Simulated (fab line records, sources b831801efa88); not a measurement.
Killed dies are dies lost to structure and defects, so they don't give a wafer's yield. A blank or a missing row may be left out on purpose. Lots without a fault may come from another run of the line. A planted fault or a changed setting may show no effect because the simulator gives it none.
fab line records | flow sky130
record lots=5 wafers=15 last_day=50
route steps=708 shown RES_XHIGH@340 SD_N@342 SD_P@359 SALICIDE@361 LI_CONTACT@362
lots that met no fault: from a run of the same line without faults
start_h: hours from the record's first day to the start of the lot's first wafer shown | wait_h: hours since the lot's step before | " the same as in the row above | L1.1+2: a row that stands for several wafers | - no value, or no start given | * or withheld: withheld | < > ~ a bound
route shown NAME@n: a module of which the file shows steps, and the number in the route of the first | usual: mean/standard deviation of fault-free wafers | same: alike in all rows | chamber/n: place in a boat | sites: the reading at each site | _std_site: their standard deviation | _edge_site: outer sites' mean less inner sites' | radius_mm: how far each site lies from the wafer's centre | mask NAME#n: copy n | behind: the tool/chamber that last shaped the wafer | hold: why the lot was held/for how many hours/how that ended | device: the transistor (n, p or np) that didn't switch | end of line: the same wafers' tests at the end of the route | a step without rows: its recipe alone | killed: dies lost to structure and defects at the first sort, not the wafer's yield | map: a wafer's dies, x killed, . not, _ none there
set.NAME: the setting as run; set.NAME@STEP: as run at that earlier step | model.NAME: the simulator's own value behind a step, which no gauge read
lots at some steps of the route; a table a step, a row a wafer
services: from which hour (start_h, from the record's first day; less than 0 if before it) a tool's chamber was out of use, for how many hours, and why
## steps
# step SKY_RES_XHIGH_STRIP_08
# recipe chemistry=O2/N2 power_w=1400 pressure_mtorr=1500 platen_temp_c=withheld o2_flow_sccm=3000 n2_flow_sccm=300 overash_fraction=0.5
# usual drypump_motor_current_A=5.6/0.43 oes_product_au=0.711/0.0047 strip_time_to_endpoint_s=14.28/0.037
# columns lot.wafer tool chamber start_h wait_h drypump_motor_current_A oes_product_au rf_hours_counter_h strip_time_to_endpoint_s
L082.1 plasma_asher-02 1 682.85 0.1 5.5 0.710 24 14.25
L082.3 " 0 " " 5.2 0.713 - 14.25
L082.4 " 1 " " 5.5 0.707 - 14.27
L089.1 plasma_asher-02 1 743.56 0.1 5.5 0.713 31 14.34
L089.5 " 0 " " 5.2 0.719 - 14.32
L089.6 " 1 " " 5.6 0.711 - 14.30
L090.1 plasma_asher-04 0 747.56 0.1 6.3 0.705 92 14.27
L090.3 " 1 " " 5.2 0.711 - 14.32
L090.5 " 1 " " 5.2 0.710 - 14.29
L095.4 plasma_asher-02 1 773.27 0.1 5.5 0.707 - 14.29
L095.5 " 1 " " 5.5 0.715 - 14.35
L095.6 " 0 " " 5.2 0.721 - 14.34
L096.1 plasma_asher-02 0 786.11 0.1 5.2 0.713 35 14.31
L096.4 " 1 " " 5.5 0.713 - 14.32
L096.5 " 1 " " 5.5 0.710 - 14.31
# step SKY_RES_XHIGH_TW_MEAS_09
# usual RES_XHIGH_TW=1656/9.4
# columns lot.wafer tool chamber start_h wait_h RES_XHIGH_TW
L082.1 film_metro-04 - 682.95 0.1 1673
L082.3 " - " " 1674
L082.4 " - " " 1668
L089.1 film_metro-04 - 743.66 0.1 1667
L089.5 " - " " 1661
L089.6 " - " " 1663
L090.1 film_metro-01 - 747.66 0.1 1637
L090.3 " - " " 1639
L090.5 " - " " 1644
L095.4 film_metro-01 - 773.37 0.1 1651
L095.5 " - " " 1653
L095.6 " - " " 1646
L096.1 film_metro-02 - 786.21 0.1 1643
L096.4 " - " " 1663
L096.5 " - " " 1657
# step SKY_SD_N_DEHYDRATE_00
# recipe temp_c=200 time_s=60
# usual chill_plate_temp_C=23.02/0.1 plate_temp_C=200.01/0.19
# columns lot.wafer tool chamber start_h wait_h chill_plate_temp_C plate_temp_C
L082.1 litho_track-02 0 696.71 13.8 23.16 199.95
L082.3 " 0 " " 23.03 199.76
L082.4 " 0 " " 23.17 200.04
L089.1 litho_track-02 0 756.91 13.2 23.05 199.94
L089.5 " 0 " " 23.05 199.89
L089.6 " 0 " " 23.03 200.01
L090.1 litho_track-01 0 761.44 13.8 23.00 199.90
L090.3 " 0 " " 23.11 199.91
L090.5 " 0 " " 23.07 199.73
L095.4 litho_track-04 0 786.96 13.6 23.08 200.31
L095.5 " 0 " " 23.11 200.11
L095.6 " 0 " " 23.02 200.03
L096.1 litho_track-04 0 798.94 12.7 23.01 200.01
L096.4 " 0 " " 23.12 200.30
L096.5 " 0 " " 23.03 200.15
# step SKY_SD_N_HMDS_01
# recipe prime_time_s=60 prime_temp_c=120
# usual chill_plate_temp_C=23.00/0.094
# same prime_time_s=60
# columns lot.wafer tool chamber start_h wait_h chill_plate_temp_C
L082.1 litho_track-02 0 696.86 0.1 22.93
L082.3 " 0 " " 23.03
L082.4 " 0 " " 22.90
L089.1 litho_track-02 0 757.06 0.1 23.18
L089.5 " 0 " " 23.03
L089.6 " 0 " " 23.34
L090.1 litho_track-01 0 761.59 0.1 23.01
L090.3 " 0 " " 22.96
L090.5 " 0 " " 23.01
L095.4 litho_track-04 0 787.11 0.1 23.08
L095.5 " 0 " " 22.97
L095.6 " 0 " " 22.94
L096.1 litho_track-04 0 799.09 0.1 23.06
L096.4 " 0 " " 23.04
L096.5 " 0 " " 23.03
# step SKY_SD_N_COAT_02
# recipe resist=NOVOLAK spin_rpm=3000 resist_thk_nm=1140
# usual chill_plate_temp_C=23.01/0.1
# columns lot.wafer tool chamber start_h wait_h chill_plate_temp_C
L082.1 litho_track-02 0 697.01 0.1 23.12
L082.3 " 0 " " 23.10
L082.4 " 0 " " 23.09
L089.1 litho_track-02 0 757.21 0.1 23.03
L089.5 " 0 " " 23.06
L089.6 " 0 " " 22.93
L090.1 litho_track-01 0 761.74 0.1 23.17
L090.3 " 0 " " 23.07
L090.5 " 0 " " 23.19
L095.4 litho_track-04 0 787.26 0.1 23.00
L095.5 " 0 " " 22.96
L095.6 " 0 " " 22.94
L096.1 litho_track-04 0 799.24 0.1 22.92
L096.4 " 0 " " 22.97
L096.5 " 0 " " 22.95
# step SKY_SD_N_SOFTBAKE_03
# recipe temp_c=90 time_s=60 resist=NOVOLAK
# usual chill_plate_temp_C=23.00/0.097 plate_temp_C=90.01/0.12
# columns lot.wafer tool chamber start_h wait_h chill_plate_temp_C plate_temp_C
L082.1 litho_track-02 0 697.16 0.1 22.83 89.88
L082.3 " 0 " " 22.94 90.13
L082.4 " 0 " " 22.93 90.13
L089.1 litho_track-02 0 757.36 0.1 22.92 90.19
L089.5 " 0 " " 22.87 90.01
L089.6 " 0 " " 22.96 90.11
L090.1 litho_track-01 0 761.89 0.1 23.04 89.92
L090.3 " 0 " " 23.01 90.08
L090.5 " 0 " " 23.04 90.04
L095.4 litho_track-04 0 787.41 0.1 22.96 89.86
L095.5 " 0 " " 23.03 90.09
L095.6 " 0 " " 23.06 90.26
L096.1 litho_track-04 0 799.39 0.1 23.15 90.15
L096.4 " 0 " " 23.02 89.94
L096.5 " 0 " " 22.94 90.14
# step SKY_SD_N_EXPOSE_04
# recipe mask_id=NSDM na=0.6 source_shape=conventional sigma_outer=0.6 polarization=unpolarized target_cd_nm=380 dose_mj=141
# columns lot.wafer tool chamber start_h wait_h mask
L082.1+3+4 iline_stepper-02 0 - - NSDM#0
L089.1+5+6 iline_stepper-02 0 - - NSDM#0
L090.1+3+5 iline_stepper-02 0 - - NSDM#0
L095.4+5+6 iline_stepper-01 0 - - NSDM#0
L096.1+4+5 iline_stepper-02 0 - - NSDM#0
# step SKY_SD_N_PEB_05
# recipe temp_c=withheld time_s=* resist=NOVOLAK
# usual chill_plate_temp_C=*
# columns lot.wafer tool chamber start_h wait_h chill_plate_temp_C
L082.1 litho_track-01 0 - - *
L082.3 " 0 " " *
L082.4 " 0 " " *
L089.1 litho_track-02 0 - - *
L089.5 " 0 " " *
L089.6 " 0 " " *
L090.1 litho_track-01 0 - - *
L090.3 " 0 " " *
L090.5 " 0 " " *
L095.4 litho_track-02 0 - - *
L095.5 " 0 " " *
L095.6 " 0 " " *
L096.1 litho_track-04 0 - - *
L096.4 " 0 " " *
L096.5 " 0 " " *
# step SKY_SD_N_DEVELOP_06
# recipe resist=NOVOLAK developer=TMAH develop_time_s=60 dev_temp_c=23
# usual chill_plate_temp_C=23.02/0.091
# columns lot.wafer tool chamber start_h wait_h chill_plate_temp_C
L082.1 litho_track-01 0 710.44 0.1 23.03
L082.3 " 0 " " 23.01
L082.4 " 0 " " 22.95
L089.1 litho_track-02 0 770.06 0.1 23.12
L089.5 " 0 " " 23.10
L089.6 " 0 " " 23.04
L090.1 litho_track-01 0 774.19 0.1 22.98
L090.3 " 0 " " 22.86
L090.5 " 0 " " 22.94
L095.4 litho_track-02 0 800.94 0.1 22.99
L095.5 " 0 " " 23.10
L095.6 " 0 " " 23.11
L096.1 litho_track-04 0 812.39 0.1 23.04
L096.4 " 0 " " 22.82
L096.5 " 0 " " 22.96
# step SKY_SD_N_CD_MEAS_07
# recipe target_cd_nm=380
# usual cd_nm=379.8/2.4
# columns lot.wafer tool chamber start_h wait_h cd_nm
L082.1 cd_sem-02 - 710.59 0.1 378.3
L082.3 " - " " 377.7
L082.4 " - " " 375.0
L089.1 cd_sem-02 - 770.21 0.1 380.5
L089.5 " - " " 383.1
L089.6 " - " " 383.8
L090.1 cd_sem-01 - 774.34 0.1 383.8
L090.3 " - " " 384.1
L090.5 " - " " 380.2
L095.4 cd_sem-02 - 801.07 0.1 381.1
L095.5 " - " " 381.9
L095.6 " - " " 379.6
L096.1 cd_sem-01 - 812.54 0.1 379.2
L096.4 " - " " 378.4
L096.5 " - " " 377.8
# step SKY_SD_N_OVL_MEAS_08
# usual SD_N_OVL=0.4/1.3
# columns lot.wafer tool chamber start_h wait_h SD_N_OVL[nm]
L082.1 overlay-02 - 710.71 0.1 1.2
L082.3 " - " " -0.6
L082.4 " - " " 1.7
L089.1 overlay-02 - 770.33 0.1 -2.6
L089.5 " - " " -2.9
L089.6 " - " " -0.2
L090.1 overlay-01 - 774.46 0.1 -0.4
L090.3 " - " " 0.7
L090.5 " - " " 1.5
L095.4 overlay-01 - 801.15 0.1 0.9
L095.5 " - " " 0.4
L095.6 " - " " 0.9
L096.1 overlay-02 - 812.66 0.1 0.2
L096.4 " - " " 0.9
L096.5 " - " " 0.0
# step SKY_SD_N_IMPLANT_09
# recipe species=As energy_kev=50 dose_cm2=4e+15 tilt_deg=0
# columns lot.wafer tool chamber start_h wait_h
L082.1+3+4 implanter-02 0 710.75 0.0
L089.1+5+6 implanter-03 0 770.37 0.0
L090.1+3+5 implanter-02 0 774.50 0.0
L095.4+5+6 implanter-03 0 801.24 0.1
L096.1+4+5 implanter-04 0 812.69 0.0
# step SKY_SD_N_IMPLANT_10
# recipe species=P energy_kev=20 dose_cm2=1e+14 tilt_deg=0
# columns lot.wafer tool chamber start_h wait_h
L082.1+3+4 implanter-02 0 710.90 0.1
L089.1+5+6 implanter-03 0 770.52 0.1
L090.1+3+5 implanter-02 0 774.80 0.2
L095.4+5+6 implanter-03 0 801.39 0.1
L096.1+4+5 implanter-04 0 812.84 0.1
# step SKY_SD_N_STRIP_11
# recipe chemistry=O2/N2 power_w=1400 pressure_mtorr=1500 platen_temp_c=withheld o2_flow_sccm=3000 n2_flow_sccm=300 overash_fraction=0.5
# usual drypump_motor_current_A=5.9/0.37 oes_product_au=0.528/0.0044 strip_time_to_endpoint_s=22.55/0.043
# columns lot.wafer tool chamber start_h wait_h drypump_motor_current_A oes_product_au rf_hours_counter_h strip_time_to_endpoint_s
L082.1 plasma_asher-03 0 711.05 0.1 6.0 0.521 104 22.51
L082.3 " 1 " " 6.0 0.524 - 22.51
L082.4 " 0 " " 6.0 0.529 - 22.49
L089.1 plasma_asher-03 0 770.67 0.1 6.0 0.526 3 22.62
L089.5 " 0 " " 6.0 0.527 - 22.61
L089.6 " 1 " " 6.0 0.527 - 22.57
L090.1 plasma_asher-03 1 775.10 0.2 6.0 0.522 4 22.60
L090.3 " 1 " " 6.0 0.524 - 22.55
L090.5 " 1 " " 6.0 0.525 - 22.61
L095.4 plasma_asher-02 0 801.50 0.1 5.2 0.523 - 22.61
L095.5 " 1 " " 5.5 0.524 - 22.50
L095.6 " 0 " " 5.2 0.528 - 22.63
L096.1 plasma_asher-01 0 812.99 0.1 5.7 0.525 70 22.55
L096.4 " 0 " " 5.7 0.532 - 22.59
L096.5 " 0 " " 5.7 0.522 - 22.55
# step SKY_SD_N_TW_MEAS_12
# usual SD_N_TW=4009/22
# columns lot.wafer tool chamber start_h wait_h SD_N_TW
L082.1 film_metro-04 - 711.15 0.1 4033
L082.3 " - " " 4024
L082.4 " - " " 3997
L089.1 film_metro-04 - 770.77 0.1 4038
L089.5 " - " " 4019
L089.6 " - " " 4034
L090.1 film_metro-02 - 775.20 0.1 4010
L090.3 " - " " 3999
L090.5 " - " " 4024
L095.4 film_metro-01 - 801.60 0.1 3977
L095.5 " - " " 4009
L095.6 " - " " 3968
L096.1 film_metro-01 - 813.09 0.1 3971
L096.4 " - " " 3978
L096.5 " - " " 3973
# step SKY_SD_N_CLEAN_13
# recipe chemistry=SC1/SC2 mix=1:4:20 temp_c=70 time_s=150 dry=n2_spin
# columns lot.wafer tool chamber start_h wait_h
L082.1+3+4 wet_bench-02 1 711.21 0.1
L089.1+5+6 wet_bench-02 2 770.83 0.1
L090.1+3+5 wet_bench-03 1 775.26 0.1
L095.4+5+6 wet_bench-03 0 801.63 0.0
L096.1+4+5 wet_bench-03 3 813.15 0.1
# step SKY_SD_N_RTA_14
# recipe temp_c=1075 time_s=2 idle_temp_c=650 ramp_up_c_per_s=150 ramp_down_c_per_s=90 ambient=N2
# usual lamp_power_pct=15.73/0.056 wafer_temp_C_max=1078.0/1.4
# columns lot.wafer tool chamber start_h wait_h lamp_power_pct wafer_temp_C_max
L082.1 rtp_anneal-01 0 711.26 0.0 15.71 1078.8
L082.3 " 0 " " 15.73 1076.5
L082.4 " 0 " " 15.78 1081.3
L089.1 rtp_anneal-02 0 770.88 0.0 15.72 1076.4
L089.5 " 0 " " 15.77 1076.1
L089.6 " 0 " " 15.81 1076.6
L090.1 rtp_anneal-01 0 775.36 0.0 15.70 1077.0
L090.3 " 0 " " 15.73 1077.5
L090.5 " 0 " " 15.72 1076.6
L095.4 rtp_anneal-02 0 801.70 0.0 15.84 1076.4
L095.5 " 0 " " 15.76 1076.4
L095.6 " 0 " " 15.79 1076.5
L096.1 rtp_anneal-01 0 813.20 0.0 15.63 1079.1
L096.4 " 0 " " 15.78 1076.9
L096.5 " 0 " " 15.81 1079.3
# step SKY_SD_N_RS_MEAS_16
# recipe thk_meas_gauge=four-point-probe
# usual SD_N_RS=68.51/0.12
# columns lot.wafer tool chamber start_h wait_h SD_N_RS[ohm/sq]
L082.1 film_metro-02 - 711.43 0.1 68.55
L082.3 " - " " 68.47
L082.4 " - " " 68.50
L089.1 film_metro-02 - 771.06 0.1 68.41
L089.5 " - " " 68.48
L089.6 " - " " 68.47
L090.1 film_metro-02 - 775.53 0.1 68.61
L090.3 " - " " 68.55
L090.5 " - " " 68.59
L095.4 film_metro-02 - 801.91 0.1 68.35
L095.5 " - " " 68.39
L095.6 " - " " 68.61
L096.1 film_metro-02 - 813.38 0.1 68.58
L096.4 " - " " 68.47
L096.5 " - " " 68.70
# step SKY_SD_N_RS_MEAS_17
# recipe thk_meas_gauge=four-point-probe
# usual SD_P_RS=147.0/0.42
# columns lot.wafer tool chamber start_h wait_h SD_P_RS[ohm/sq]
L082.1 film_metro-02 - 711.55 0.1 147.1
L082.3 " - " " 147.1
L082.4 " - " " 146.9
L089.1 film_metro-02 - 771.18 0.1 146.7
L089.5 " - " " 146.9
L089.6 " - " " 147.4
L090.1 film_metro-02 - 775.65 0.1 147.2
L090.3 " - " " 147.0
L090.5 " - " " 146.7
L095.4 film_metro-02 - 802.03 0.1 146.7
L095.5 " - " " 147.0
L095.6 " - " " 146.5
L096.1 film_metro-02 - 813.50 0.1 147.4
L096.4 " - " " 147.3
L096.5 " - " " 147.6
# step SKY_SD_N_RS_MEAS_18
# recipe thk_meas_gauge=four-point-probe
# usual RES_XHIGH_RS=332.8/1.2
# columns lot.wafer tool chamber start_h wait_h RES_XHIGH_RS[ohm/sq]
L082.1 film_metro-02 - 711.67 0.1 333.3
L082.3 " - " " 332.4
L082.4 " - " " 332.6
L089.1 film_metro-02 - 771.30 0.1 332.6
L089.5 " - " " 332.3
L089.6 " - " " 331.8
L090.1 film_metro-02 - 775.77 0.1 333.5
L090.3 " - " " 333.4
L090.5 " - " " 331.8
L095.4 film_metro-02 - 802.15 0.1 332.6
L095.5 " - " " 331.6
L095.6 " - " " 331.5
L096.1 film_metro-02 - 813.62 0.1 333.5
L096.4 " - " " 334.2
L096.5 " - " " 331.8
# step SKY_SALICIDE_CLEAN_00
# recipe chemistry=HF-last time_s=30 dilution=100:1 dry=ipa_marangoni
# columns lot.wafer tool chamber start_h wait_h
L082.1+3+4 wet_bench-01 3 711.79 0.1
L089.1+5+6 wet_bench-01 1 771.42 0.1
L090.1+3+5 wet_bench-02 2 775.89 0.1
L095.4+5+6 wet_bench-01 1 802.22 0.0
L096.1+4+5 wet_bench-02 0 813.74 0.1
# step SKY_LI_CONTACT_HDPCVD_00
# recipe material=PSG target_thk_nm=930 sigma_open_frac=0.3 time_s=155 temp_c=600 sih4_flow_sccm=60 pressure_mtorr=6
# columns lot.wafer tool chamber start_h wait_h
L082.1+3+4 hdpcvd-01 1,2,0 711.81 0.0
L089.1+5+6 hdpcvd-01 2,1,2 771.43 0.0
L090.1+3+5 hdpcvd-01 2,0,1 775.91 0.0
L095.4+5+6 hdpcvd-02 0,1,2 802.29 0.1
L096.1+4+5 hdpcvd-01 1,2,1 813.75 0.0
# step SKY_LI_CONTACT_THK_MEAS_01
# recipe reads=PSG_of_LI_CONTACT_HDPCVD_00
# usual LI_CONTACT_HDPCVD_THK=931/8.5
# columns lot.wafer tool chamber start_h wait_h LI_CONTACT_HDPCVD_THK[nm]
L082.1 film_metro-04 - 711.91 0.1 931
L082.3 " - " " 918
L082.4 " - " " 932
L089.1 film_metro-04 - 771.54 0.1 910
L089.5 " - " " 923
L089.6 " - " " 926
L090.1 film_metro-01 - 776.01 0.1 920
L090.3 " - " " 936
L090.5 " - " " 932
L095.4 film_metro-02 - 802.37 0.0 926
L095.5 " - " " 924
L095.6 " - " " 927
L096.1 film_metro-04 - 813.86 0.1 933
L096.4 " - " " 931
L096.5 " - " " 920
# step SKY_LI_CONTACT_CMP_02
# recipe material=PSG down_force_psi=4 platen_rpm=60 pad_velocity_m_s=0.94248
# usual motor_current_A=12.4/1.2 retaining_ring_pressure_frac=1.000/0.0047 slurry_flow_ml_min=150.0/0.41 time_to_endpoint_s=32.9/2.2
# columns lot.wafer tool chamber start_h wait_h motor_current_A retaining_ring_pressure_frac slurry_flow_ml_min time_to_endpoint_s
L082.4 cmp-02 2 712.02 0.1 12.7 1.002 150.1 29.3
L082.1 " 3 " " 12.6 1.008 149.5 28.0
L082.3 " 0 " " 13.9 1.001 150.4 27.3
L089.1 cmp-02 3 771.65 0.1 11.9 1.004 150.2 32.9
L089.6 " 2 " " 12.8 0.995 149.8 34.6
L089.5 " 3 " " 12.4 0.999 150.2 34.2
L090.3 cmp-01 3 776.12 0.1 13.7 0.998 150.4 33.6
L090.1 " 1 " " 12.4 0.992 150.1 34.5
L090.5 " 2 " " 11.1 1.002 149.6 34.5
L095.4 cmp-01 0 802.50 0.1 12.2 0.998 149.6 32.3
L095.6 " 2 " " 11.5 0.998 150.2 33.6
L095.5 " 3 " " 14.9 0.998 150.1 29.2
L096.4 cmp-02 0 813.92 0.0 14.2 0.995 150.2 34.5
L096.1 " 3 " " 12.3 1.008 150.5 31.4
L096.5 " 0 " " 13.8 1.000 150.1 31.6
# step SKY_LI_CONTACT_BOW_MEAS_03
# recipe mode=bow
# usual LI_CONTACT_BOW=56/7.3
# columns lot.wafer tool chamber start_h wait_h LI_CONTACT_BOW[um]
L082.1 film_metro-02 - 712.27 0.1 50
L082.3 " - " " 50
L082.4 " - " " 57
L089.1 film_metro-01 - 771.90 0.2 59
L089.5 " - " " 53
L089.6 " - " " 56
L090.1 film_metro-04 - 776.37 0.1 75
L090.3 " - " " 70
L090.5 " - " " 60
L095.4 film_metro-04 - 802.76 0.2 59
L095.5 " - " " 64
L095.6 " - " " 42
L096.1 film_metro-04 - 814.22 0.1 38
L096.4 " - " " 46
L096.5 " - " " 46
# step SKY_LI_CONTACT_DEHYDRATE_04
# recipe temp_c=200 time_s=60
# usual chill_plate_temp_C=23.00/0.098 plate_temp_C=200.02/0.16
# columns lot.wafer tool chamber start_h wait_h chill_plate_temp_C plate_temp_C
L082.1 litho_track-03 0 725.85 13.6 22.96 200.09
L082.3 " 0 " " 23.10 199.85
L082.4 " 0 " " 22.90 199.96
L089.1 litho_track-04 0 785.44 13.5 23.02 199.90
L089.5 " 0 " " 23.04 200.09
L089.6 " 0 " " 23.05 200.20
L090.1 litho_track-03 0 789.85 13.5 23.02 199.85
L090.3 " 0 " " 22.95 199.98
L090.5 " 0 " " 22.88 199.89
L095.4 litho_track-03 0 815.83 13.0 22.99 200.41
L095.5 " 0 " " 23.00 200.07
L095.6 " 0 " " 23.21 200.12
L096.1 litho_track-04 0 827.04 12.8 22.86 200.04
L096.4 " 0 " " 23.04 200.01
L096.5 " 0 " " 23.04 200.07
# step SKY_LI_CONTACT_HMDS_05
# recipe prime_time_s=60 prime_temp_c=120
# usual chill_plate_temp_C=23.01/0.11
# same prime_time_s=60
# columns lot.wafer tool chamber start_h wait_h chill_plate_temp_C
L082.1 litho_track-03 0 726.00 0.1 23.05
L082.3 " 0 " " 22.85
L082.4 " 0 " " 22.98
L089.1 litho_track-04 0 785.59 0.1 22.89
L089.5 " 0 " " 23.00
L089.6 " 0 " " 22.93
L090.1 litho_track-03 0 790.00 0.1 22.92
L090.3 " 0 " " 23.01
L090.5 " 0 " " 23.03
L095.4 litho_track-03 0 815.98 0.1 23.03
L095.5 " 0 " " 22.81
L095.6 " 0 " " 22.76
L096.1 litho_track-04 0 827.19 0.1 22.96
L096.4 " 0 " " 23.03
L096.5 " 0 " " 23.15
# step SKY_LI_CONTACT_COAT_06
# recipe resist=BARC temp_c=withheld time_s=withheld spin_rpm=3000 resist_thk_nm=60
# usual chill_plate_temp_C=*
# columns lot.wafer tool chamber start_h wait_h chill_plate_temp_C
L082.1 litho_track-03 0 726.15 0.1 *
L082.3 " 0 " " *
L082.4 " 0 " " *
L089.1 litho_track-04 0 785.74 0.1 *
L089.5 " 0 " " *
L089.6 " 0 " " *
L090.1 litho_track-03 0 790.15 0.1 *
L090.3 " 0 " " *
L090.5 " 0 " " *
L095.4 litho_track-03 0 816.13 0.1 *
L095.5 " 0 " " *
L095.6 " 0 " " *
L096.1 litho_track-04 0 827.34 0.1 *
L096.4 " 0 " " *
L096.5 " 0 " " *
# step SKY_LI_CONTACT_COAT_07
# recipe resist=KrF-thick spin_rpm=3000 resist_thk_nm=450
# usual chill_plate_temp_C=23.02/0.1
# columns lot.wafer tool chamber start_h wait_h chill_plate_temp_C
L082.1 litho_track-03 0 - - 23.02
L082.3 " 0 " " 23.24
L082.4 " 0 " " 23.02
L089.1 litho_track-04 0 - - 23.08
L089.5 " 0 " " 23.05
L089.6 " 0 " " 23.18
L090.1 litho_track-03 0 - - 22.94
L090.3 " 0 " " 23.05
L090.5 " 0 " " 23.04
L095.4 litho_track-03 0 - - 23.08
L095.5 " 0 " " 22.94
L095.6 " 0 " " 22.91
L096.1 litho_track-04 0 - - 23.14
L096.4 " 0 " " 22.93
L096.5 " 0 " " 23.27
# step SKY_LI_CONTACT_SOFTBAKE_08
# recipe temp_c=100 time_s=90 resist=KrF-thick
# usual chill_plate_temp_C=23.01/0.11 plate_temp_C=100.01/0.13
# columns lot.wafer tool chamber start_h wait_h chill_plate_temp_C plate_temp_C
L082.1 litho_track-03 0 - - 22.98 100.13
L082.3 " 0 " " 22.94 99.99
L082.4 " 0 " " 22.96 100.19
L089.1 litho_track-04 0 - - 22.86 100.04
L089.5 " 0 " " 22.93 100.04
L089.6 " 0 " " 22.99 100.25
L090.1 litho_track-03 0 - - 22.97 100.11
L090.3 " 0 " " 23.02 99.92
L090.5 " 0 " " 23.15 100.21
L095.4 litho_track-03 0 - - 23.06 100.23
L095.5 " 0 " " 23.05 100.02
L095.6 " 0 " " 23.06 100.02
L096.1 litho_track-04 0 - - 23.09 100.10
L096.4 " 0 " " 23.00 100.19
L096.5 " 0 " " 22.90 100.11
# step SKY_LI_CONTACT_EXPOSE_09
# recipe mask_id=LICM1 na=0.8 source_shape=annular sigma_inner=0.55 sigma_outer=0.85 target_cd_nm=170 dose_mj=38
# columns lot.wafer tool chamber start_h wait_h mask
L082.1+3+4 krf_scanner-01 0 - - LICM1#0
L089.1+5+6 krf_scanner-02 0 - - LICM1#0
L090.1+3+5 krf_scanner-01 0 - - LICM1#0
L095.4+5+6 krf_scanner-01 0 - - LICM1#0
L096.1+4+5 krf_scanner-02 0 - - LICM1#0
# step SKY_LI_CONTACT_PEB_10
# recipe peb_temp_c=withheld peb_time_s=withheld resist=KrF-thick
# usual chill_plate_temp_C=*
# columns lot.wafer tool chamber start_h wait_h chill_plate_temp_C
L082.1 litho_track-04 0 - - *
L082.3 " 0 " " *
L082.4 " 0 " " *
L089.1 litho_track-03 0 - - *
L089.5 " 0 " " *
L089.6 " 0 " " *
L090.1 litho_track-01 0 - - *
L090.3 " 0 " " *
L090.5 " 0 " " *
L095.4 litho_track-04 0 - - *
L095.5 " 0 " " *
L095.6 " 0 " " *
L096.1 litho_track-01 0 - - *
L096.4 " 0 " " *
L096.5 " 0 " " *
# step SKY_LI_CONTACT_DEVELOP_11
# recipe develop_time_s=60 resist=KrF-thick dev_temp_c=21
# usual chill_plate_temp_C=23.00/0.11
# columns lot.wafer tool chamber start_h wait_h chill_plate_temp_C
L082.1 litho_track-04 0 - - 23.06
L082.3 " 0 " " 23.10
L082.4 " 0 " " 23.10
L089.1 litho_track-03 0 - - 23.30
L089.5 " 0 " " 23.04
L089.6 " 0 " " 23.11
L090.1 litho_track-01 0 - - 22.87
L090.3 " 0 " " 23.03
L090.5 " 0 " " 23.08
L095.4 litho_track-04 0 - - 23.13
L095.5 " 0 " " 22.97
L095.6 " 0 " " 22.99
L096.1 litho_track-01 0 - - 22.92
L096.4 " 0 " " 22.86
L096.5 " 0 " " 22.79
# step SKY_LI_CONTACT_CD_MEAS_12
# recipe target_cd_nm=170
# usual cd_nm=169.9/1.5
# columns lot.wafer tool chamber start_h wait_h cd_nm
L082.1 cd_sem-01 - 740.49 - 167.2
L082.3 " - " " 168.7
L082.4 " - " " 169.3
L089.1 cd_sem-02 - 799.60 - 170.0
L089.5 " - " " 173.1
L089.6 " - " " 172.8
L090.1 cd_sem-01 - 803.49 - 169.3
L090.3 " - " " 170.6
L090.5 " - " " 171.1
L095.4 cd_sem-02 - 829.55 - 168.3
L095.5 " - " " 167.8
L095.6 " - " " 170.1
L096.1 cd_sem-01 - 841.39 - 169.9
L096.4 " - " " 168.2
L096.5 " - " " 168.6
# step SKY_LI_CONTACT_OVL_MEAS_13
# usual LI_CONTACT_OVL=2/5.7
# columns lot.wafer tool chamber start_h wait_h LI_CONTACT_OVL[nm]
L082.1 overlay-02 - 740.61 0.1 5
L082.3 " - " " 1
L082.4 " - " " 6
L089.1 overlay-01 - 799.72 0.1 8
L089.5 " - " " 14
L089.6 " - " " 8
L090.1 overlay-01 - 803.61 0.1 -1
L090.3 " - " " -1
L090.5 " - " " -1
L095.4 overlay-01 - 829.62 0.1 -7
L095.5 " - " " 1
L095.6 " - " " -6
L096.1 overlay-02 - 841.51 0.1 3
L096.4 " - " " -12
L096.5 " - " " -2
# step SKY_LI_CONTACT_ETCH_14
# recipe chemistry=N2/H2 target=BARC ion_energy_ev=200 source_w=500 bias_w=100 pressure_mtorr=30 n2_flow_sccm=100 h2_flow_sccm=200 stop_on=SiO2 time_s=45.9 target_depth_a=600
# usual drypump_motor_current_A=5.6/0.3 oes_product_au=0.854/0.0048 throttle_valve_pct=13.225/0.009
# columns lot.wafer tool chamber start_h wait_h drypump_motor_current_A oes_product_au rf_hours_counter_h throttle_valve_pct
L082.1 rie_diel-04 0 740.64 0.0 5.7 0.855 43 13.218
L082.3 " 1 " " 5.1 0.854 6 13.215
L082.4 " 3 " " 5.4 0.847 42 13.230
L089.1 rie_diel-04 3 799.76 0.0 5.4 0.861 1 13.236
L089.5 " 3 " " 5.4 0.860 - 13.226
L089.6 " 1 " " 5.1 0.857 - 13.232
L090.1 rie_diel-03 0 803.65 0.0 5.6 0.854 22 13.224
L090.3 " 3 " " 5.4 0.854 7 13.231
L090.5 " 3 " " 5.4 0.855 - 13.219
L095.4 rie_diel-04 0 829.64 0.0 5.7 0.860 1 13.243
L095.5 " 1 " " 5.1 0.851 - 13.226
L095.6 " 0 " " 5.7 0.849 - 13.219
L096.1 rie_diel-02 3 841.55 0.0 5.4 0.857 7 13.235
L096.4 " 1 " " 5.9 0.863 5 13.245
L096.5 " 0 " " 5.3 0.852 - 13.230
## services
# columns tool chamber start_h hours kind
plasma_asher-02 - 661.08 13.5 repair
implanter-04 - 665.48 5.5 repair
iline_stepper-02 - 668.95 15.1 repair
implanter-04 - 670.43 3.7 repair
plasma_asher-03 - 678.77 5.7 repair
krf_scanner-01 - 695.26 5.4 repair
cmp-02 - 707.92 2.5 repair
krf_scanner-01 - 713.77 1.0 pm
implanter-03 - 719.94 6.5 repair
implanter-03 - 727.46 6.1 repair
plasma_asher-03 - 733.75 9.0 pm
iline_stepper-02 - 737.92 1.7 pm
cmp-02 - 744.76 4.0 pm
plasma_asher-02 - 753.23 4.1 repair
iline_stepper-02 - 767.55 2.3 repair
implanter-02 - 778.46 0.5 repair
krf_scanner-01 - 782.07 1.3 pm
cmp-02 - 796.94 5.2 pm
cmp-02 - 804.06 1.7 repair
implanter-02 - 811.97 3.3 pm
krf_scanner-01 - 816.91 0.9 repair
plasma_asher-02 - 817.29 14.6 pm
implanter-03 - 818.01 3.4 pm
krf_scanner-01 - 818.73 0.8 pm
## key
fault none
